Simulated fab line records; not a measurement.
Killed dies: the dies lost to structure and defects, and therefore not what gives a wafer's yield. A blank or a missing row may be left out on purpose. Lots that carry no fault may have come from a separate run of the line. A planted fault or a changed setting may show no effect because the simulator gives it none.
fab line records    flow sky130
[record] lots = 6  wafers = 18  lastDay = 50
route steps=708 shown SD_P@327 RES_XHIGH@332 PAD_OPEN@708
lots that met no fault: taken from a fault-free run of the same line
startH: the number of hours between the record's first day and the start of the first shown wafer of the lot    waitH: hours elapsed since this lot's preceding step    " the same as in the row above    L1.1+2: a single row standing in for several wafers    - either no value or no given start    * or withheld: withheld    < > ~ a bound
route shown NAME@n: names a module that has steps shown in the file, with the first one's number in the route    usual: mean/standard deviation of fault-free wafers    same: alike in all rows    chamber/n: place in a boat    sites: each site's reading    _std_site: the standard deviation of these    _edge_site: outer sites' mean less inner sites'    radiusMm: for every site, how far away it sits from the centre of the wafer    mask NAME#n: copy n    behind: tool/chamber where the wafer was last shaped    hold: reason for holding the lot/hours on hold/outcome of the hold    device: the n, p or np transistor that did not switch    end of line: tests run on the same wafers once the route is complete    a step given without rows: its recipe and nothing more    killed: dies lost to structure and defects at the first sort, not the wafer's yield    map: a wafer's dies, x killed, . not, _ none there
set.NAME: the setting as run; set.NAME@STEP: as run at that earlier step    model.NAME: the simulator's own value behind a step, which no gauge read
certain route steps with their lots: each step a table, each wafer a row
services: a tool's chamber out of use, with start hour (startH, from the record's first day; less than 0 if before it), hours out, and reason
[[steps]]
[step SKY_SD_P_CD_MEAS_07]
[recipe] targetCdNm = 380
[usual] cdNm = 379.5/2.5
lot.wafer  tool      chamber  startH  waitH  cdNm
L501.3     cdSem-02  -        568.82  0.1    383.8
L501.5     "         -        "       "      379.9
L501.6     "         -        "       "      381.0
L502.2     cdSem-02  -        596.18  0.1    376.6
L502.4     "         -        "       "      376.6
L502.5     "         -        "       "      379.1
L509.1     cdSem-02  -        664.08  0.1    377.0
L509.4     "         -        "       "      375.5
L509.5     "         -        "       "      374.9
L508.3     cdSem-01  -        669.12  0.1    380.0
L508.4     "         -        "       "      378.0
L508.6     "         -        "       "      380.3
L515.3     cdSem-02  -        722.17  0.1    377.0
L515.4     "         -        "       "      378.6
L515.5     "         -        "       "      378.4
L521.2     cdSem-01  -        753.85  0.1    380.2
L521.5     "         -        "       "      380.2
L521.6     "         -        "       "      380.2
[step SKY_SD_P_OVL_MEAS_08]
[usual] SD_P_OVL = 1.0/1.8
lot.wafer  tool        chamber  startH  waitH  SD_P_OVL[nm]
L501.3     overlay-02  -        568.92  0.1    3.6
L501.5     "           -        "       "      1.3
L501.6     "           -        "       "      1.7
L502.2     overlay-02  -        596.29  0.1    2.4
L502.4     "           -        "       "      0.0
L502.5     "           -        "       "      -0.7
L509.1     overlay-01  -        664.20  0.1    4.4
L509.4     "           -        "       "      1.3
L509.5     "           -        "       "      4.1
L508.3     overlay-01  -        669.21  0.1    3.1
L508.4     "           -        "       "      5.9
L508.6     "           -        "       "      3.9
L515.3     overlay-01  -        722.27  0.1    1.3
L515.4     "           -        "       "      1.0
L515.5     "           -        "       "      0.9
L521.2     overlay-02  -        753.95  0.1    -0.5
L521.5     "           -        "       "      -2.9
L521.6     "           -        "       "      -1.7
[step SKY_SD_P_IMPLANT_09]
[recipe] species = BF2  energyKev = 20.34  doseCm2 = 3e+15  tiltDeg = 0
[step SKY_SD_P_STRIP_10]
[recipe] chemistry = O2/N2  powerW = 1400  pressureMtorr = 1500  platenTempC = withheld  o2FlowSccm = 3000  n2FlowSccm = 300  overashFraction = 0.5
[usual] drypumpMotorCurrentA = 5.5/0.46  oesProductAu = 0.616/0.0044  stripTimeToEndpointS = 17.56/0.039
[same] overashFraction = 0.5
lot.wafer  tool            chamber  startH  waitH  drypumpMotorCurrentA  oesProductAu  rfHoursCounterH  stripTimeToEndpointS
L501.3     plasmaAsher-04  0        569.12  0.1    6.1                   0.621         -                17.54
L501.5     "               1        "       "      6.1                   0.616         -                17.62
L501.6     "               0        "       "      6.1                   0.620         -                17.55
L502.2     plasmaAsher-01  0        596.47  0.1    5.8                   0.609         91               17.59
L502.4     "               0        "       "      5.8                   0.620         -                17.56
L502.5     "               1        "       "      4.9                   0.619         -                17.52
L509.1     plasmaAsher-01  1        664.38  0.1    4.9                   0.618         98               17.56
L509.4     "               1        "       "      5.0                   0.624         -                17.61
L509.5     "               0        "       "      5.7                   0.611         -                17.54
L508.3     plasmaAsher-04  0        669.42  0.1    6.1                   0.611         -                17.56
L508.4     "               1        "       "      6.2                   0.624         -                17.57
L508.6     "               0        "       "      6.2                   0.621         -                17.54
L515.3     plasmaAsher-02  1        722.47  0.1    5.3                   0.624         -                17.57
L515.4     "               0        "       "      5.1                   0.614         -                17.59
L515.5     "               0        "       "      5.1                   0.616         -                17.63
L521.2     plasmaAsher-01  0        754.13  0.1    5.8                   0.620         1                17.57
L521.5     "               0        "       "      5.8                   0.620         -                17.57
L521.6     "               1        "       "      4.9                   0.614         -                17.59
[step SKY_SD_P_TW_MEAS_11]
[usual] SD_P_TW = 2876/24
lot.wafer  tool          chamber  startH  waitH  SD_P_TW
L501.3     filmMetro-02  -        569.21  0.1    2869
L501.5     "             -        "       "      2878
L501.6     "             -        "       "      2873
L502.2     filmMetro-02  -        596.58  0.1    2869
L502.4     "             -        "       "      2859
L502.5     "             -        "       "      2873
L509.1     filmMetro-03  -        664.48  0.1    2876
L509.4     "             -        "       "      2857
L509.5     "             -        "       "      2856
L508.3     filmMetro-02  -        669.50  0.1    2870
L508.4     "             -        "       "      2851
L508.6     "             -        "       "      2875
L515.3     filmMetro-03  -        722.56  0.1    2826
L515.4     "             -        "       "      2850
L515.5     "             -        "       "      2842
L521.2     filmMetro-02  -        754.24  0.1    2885
L521.5     "             -        "       "      2875
L521.6     "             -        "       "      2880
[step SKY_RES_XHIGH_DEHYDRATE_00]
[recipe] tempC = 200  timeS = 60
[step SKY_RES_XHIGH_HMDS_01]
[recipe] primeTimeS = 60  primeTempC = 120
[step SKY_RES_XHIGH_COAT_02]
[recipe] resist = NOVOLAK  spinRpm = 3000  resistThkNm = 1140
[step SKY_RES_XHIGH_SOFTBAKE_03]
[recipe] tempC = 90  timeS = 60  resist = NOVOLAK
[step SKY_RES_XHIGH_EXPOSE_04]
[recipe] maskId = URPM  na = 0.6  sourceShape = conventional  sigmaOuter = 0.6  polarization = unpolarized  targetCdNm = 1270  doseMj = 140
[step SKY_RES_XHIGH_PEB_05]
[recipe] tempC = withheld  timeS = *  resist = NOVOLAK
[step SKY_RES_XHIGH_DEVELOP_06]
[recipe] resist = NOVOLAK  developer = TMAH  developTimeS = 60  devTempC = 23
[step SKY_RES_XHIGH_IMPLANT_07]
[recipe] species = BF2  energyKev = 20  doseCm2 = 3.6e+14  tiltDeg = 0
[usual] beamEnergyKeV = 19.999/0.0059
lot.wafer  tool          chamber  startH  waitH  beamEnergyKeV  model.implant.drpNm
L501.3     implanter-03  0        598.65  0.1    20.000         9.746
L501.5     "             0        "       "      20.004         9.746
L501.6     "             0        "       "      20.001         9.746
L502.2     implanter-02  0        625.22  0.1    20.006         9.746
L502.4     "             0        "       "      20.014         9.746
L502.5     "             0        "       "      20.015         9.746
L509.1     implanter-02  0        692.48  0.1    20.571         9.94
L509.4     "             0        "       "      20.563         9.94
L509.5     "             0        "       "      20.564         9.94
L508.3     implanter-02  0        696.98  0.1    20.568         9.94
L508.4     "             0        "       "      20.563         9.94
L508.6     "             0        "       "      20.569         9.94
L515.3     implanter-03  0        750.00  0.1    20.000         9.746
L515.4     "             0        "       "      19.999         9.746
L515.5     "             0        "       "      19.995         9.746
L521.2     implanter-03  0        780.35  0.1    20.001         9.746
L521.5     "             0        "       "      19.998         9.746
L521.6     "             0        "       "      20.002         9.746
[step SKY_RES_XHIGH_STRIP_08]
[recipe] chemistry = O2/N2  powerW = 1400  pressureMtorr = 1500  platenTempC = withheld  o2FlowSccm = 3000  n2FlowSccm = 300  overashFraction = 0.5
[usual] drypumpMotorCurrentA = 5.4/0.35  oesProductAu = 0.711/0.0044  stripTimeToEndpointS = 14.27/0.036
[same] overashFraction = 0.5
lot.wafer  tool            chamber  startH  waitH  drypumpMotorCurrentA  oesProductAu  rfHoursCounterH  stripTimeToEndpointS
L501.3     plasmaAsher-02  1        598.78  0.1    5.4                   0.708         -                14.32
L501.5     "               0        "       "      5.1                   0.714         -                14.29
L501.6     "               1        "       "      5.4                   0.707         -                14.30
L502.2     plasmaAsher-01  0        625.35  0.1    5.8                   0.708         94               14.24
L502.4     "               0        "       "      5.7                   0.718         -                14.26
L502.5     "               1        "       "      4.9                   0.708         -                14.29
L509.1     plasmaAsher-03  1        692.63  0.1    5.9                   0.718         57               14.31
L509.4     "               0        "       "      5.3                   0.715         -                14.28
L509.5     "               0        "       "      5.3                   0.707         -                14.28
L508.3     plasmaAsher-01  0        697.11  0.1    5.7                   0.712         -                14.32
L508.4     "               1        "       "      4.9                   0.705         -                14.28
L508.6     "               0        "       "      5.7                   0.702         -                14.32
L515.3     plasmaAsher-03  1        750.13  0.1    5.9                   0.710         -                14.27
L515.4     "               0        "       "      5.3                   0.713         -                14.23
L515.5     "               0        "       "      5.3                   0.709         -                14.24
L521.2     plasmaAsher-03  1        780.48  0.1    5.9                   0.709         66               14.27
L521.5     "               0        "       "      5.3                   0.712         -                14.27
L521.6     "               1        "       "      5.9                   0.718         -                14.29
[step SKY_PAD_OPEN_PROBE_99]
[usual] killed_at_M0_to_M3 = 44/7.4  killed_at_M4_up = 3.2/2  killedAtContacts = 24/5.1  killedAtFrontEnd = 15/4.8  killedAtOther = 0.2/0.46  killedDies = 86/10  killedOpen = 47/7.5  killedShort = 39/7
[same] grossDies = 492  killedAtBackSide = 0
lot.wafer  tool       chamber  startH   waitH  killed_at_M0_to_M3  killed_at_M4_up  killedAtContacts  killedAtFrontEnd  killedAtOther  killedDies  killedOpen  killedShort
L501.3     prober-01  -        1064.29  0.2    48                  2                28                17                0              95          57          38
L501.5     prober-01  -        1064.39  0.2    48                  6                29                12                1              96          51          45
L501.6     prober-01  -        1064.44  0.2    39                  2                21                21                0              83          42          41
L502.2     prober-02  -        1081.39  0.1    43                  3                23                12                0              81          41          40
L502.4     prober-02  -        1081.49  0.2    46                  2                22                22                0              92          42          50
L502.5     prober-02  -        1081.54  0.2    48                  2                32                7                 0              89          48          39
L509.1     prober-02  -        1130.18  0.1    37                  3                23                17                0              80          42          38
L509.4     prober-02  -        1130.33  0.2    42                  5                29                12                1              89          50          38
L509.5     prober-02  -        1130.38  0.2    47                  5                25                18                0              95          45          49
// killed by level:class
L501.3 VIA1:geometricParticle:open=13 CONTACT:geometricParticle:open=10 VIA2:geometricParticle:open=9 LI_CONTACT:geometricParticle:open=7 LOCAL_INTERCONNECT:geometricParticle:short=6 METAL2:geometricParticle:short=6 FIELD_ISO:geometricParticle:open=4 FIELD_ISO:geometricParticle:short=4
L501.5 VIA1:geometricParticle:open=17 CONTACT:geometricParticle:open=9 METAL1:geometricParticle:short=8 LOCAL_INTERCONNECT:geometricParticle:short=7 VIA2:geometricParticle:open=7 LI_CONTACT:geometricParticle:open=5 FIELD_ISO:geometricParticle:short=4 POLY_GATE:geometricParticle:short=4
L501.6 VIA1:geometricParticle:open=9 CONTACT:geometricParticle:open=7 VIA2:geometricParticle:open=7 POLY_GATE:geometricParticle:short=5 VIA3:geometricParticle:open=5 CONTACT:geometricParticle:short=5 LOCAL_INTERCONNECT:geometricParticle:short=5 METAL2:geometricParticle:short=5
L502.2 CONTACT:geometricParticle:open=9 VIA1:geometricParticle:open=8 VIA1:geometricParticle:short=7 LI_CONTACT:geometricParticle:open=5 METAL3:geometricParticle:short=5 VIA2:geometricParticle:open=5 VIA3:geometricParticle:open=5 CONTACT:geometricParticle:short=4
L502.4 VIA1:geometricParticle:open=10 METAL1:geometricParticle:short=7 LOCAL_INTERCONNECT:geometricParticle:short=6 CONTACT:geometricParticle:open=6 CONTACT:geometricParticle:short=6 VIA2:geometricParticle:open=6 VIA3:geometricParticle:open=6 FIELD_ISO:geometricParticle:short=5
L502.5 CONTACT:geometricParticle:open=13 VIA1:geometricParticle:open=12 VIA1:geometricParticle:short=8 LI_CONTACT:geometricParticle:open=6 VIA2:geometricParticle:open=6 METAL1:geometricParticle:short=5 LOCAL_INTERCONNECT:geometricParticle:open=4 CONTACT:geometricParticle:short=4
L509.1 VIA1:geometricParticle:open=10 CONTACT:geometricParticle:open=7 VIA2:geometricParticle:open=7 FIELD_ISO:geometricParticle:open=6 LI_CONTACT:geometricParticle:open=6 CONTACT:geometricParticle:short=5 METAL3:geometricParticle:short=5 FIELD_ISO:geometricParticle:short=4
L509.4 LI_CONTACT:geometricParticle:open=12 CONTACT:geometricParticle:open=9 VIA1:geometricParticle:open=7 METAL2:geometricParticle:short=6 VIA2:geometricParticle:open=6 POLY_GATE:geometricParticle:short=5 LOCAL_INTERCONNECT:geometricParticle:short=5 METAL3:geometricParticle:open=5
L509.5 LI_CONTACT:geometricParticle:open=9 METAL1:geometricParticle:short=9 CONTACT:geometricParticle:open=7 VIA1:geometricParticle:short=6 VIA1:geometricParticle:open=6 VIA2:geometricParticle:open=5 METAL3:geometricParticle:short=5 POLY_GATE:geometricParticle:open=4
[[services]]
tool            chamber  startH  hours  kind
plasmaAsher-04  -        563.93  1.2    repair
implanter-03    -        575.52  20.8   repair
plasmaAsher-03  -        582.46  0.4    repair
implanter-02    -        600.63  0.7    repair
implanter-02    -        619.00  3.9    pm
implanter-02    -        629.77  41.2   pm
implanter-03    -        723.11  4.1    pm
implanter-02    -        728.54  2.2    repair
plasmaAsher-01  -        733.75  9.0    pm
plasmaAsher-01  0        733.75  9.0    ventCycle
plasmaAsher-01  1        733.75  9.0    ventCycle
implanter-02    -        742.41  0.8    repair
plasmaAsher-01  0        742.75  -      clean
plasmaAsher-01  1        742.75  -      clean
[[key]]
[firstSign] step = SKY_RES_XHIGH_IMPLANT_07  reading = beamEnergyKeV  direction = up  sigmas = 96  usual = *  struck = *
effect none on later readings
[modelEffect] step = SKY_RES_XHIGH_IMPLANT_07  value = implant.drpNm  without = 9.746  struck = 9.94
metAt SKY_RES_XHIGH_IMPLANT_07
struckWafers L508.3,L508.4,L508.6,L509.1,L509.4,L509.5
testerLeftOut L508,L509
onsetBetween 625.22 692.48
[fault] kind = processParameterDrift  tool = implanter-02  chamber = -  onsetH = 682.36  steps = SKY_RES_XHIGH_IMPLANT_07  channel = energyKev  offset = *  shape = step  endH = 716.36  actsIn = *  stated = *
// testerLeftOut: of these lots the tester's yield and bins aren't shown, on N5 and GAA mostly nor the transistor test; their killed dies are dies lost to structure and defects alone, not to doping, threshold or leakage, so they don't give the yield
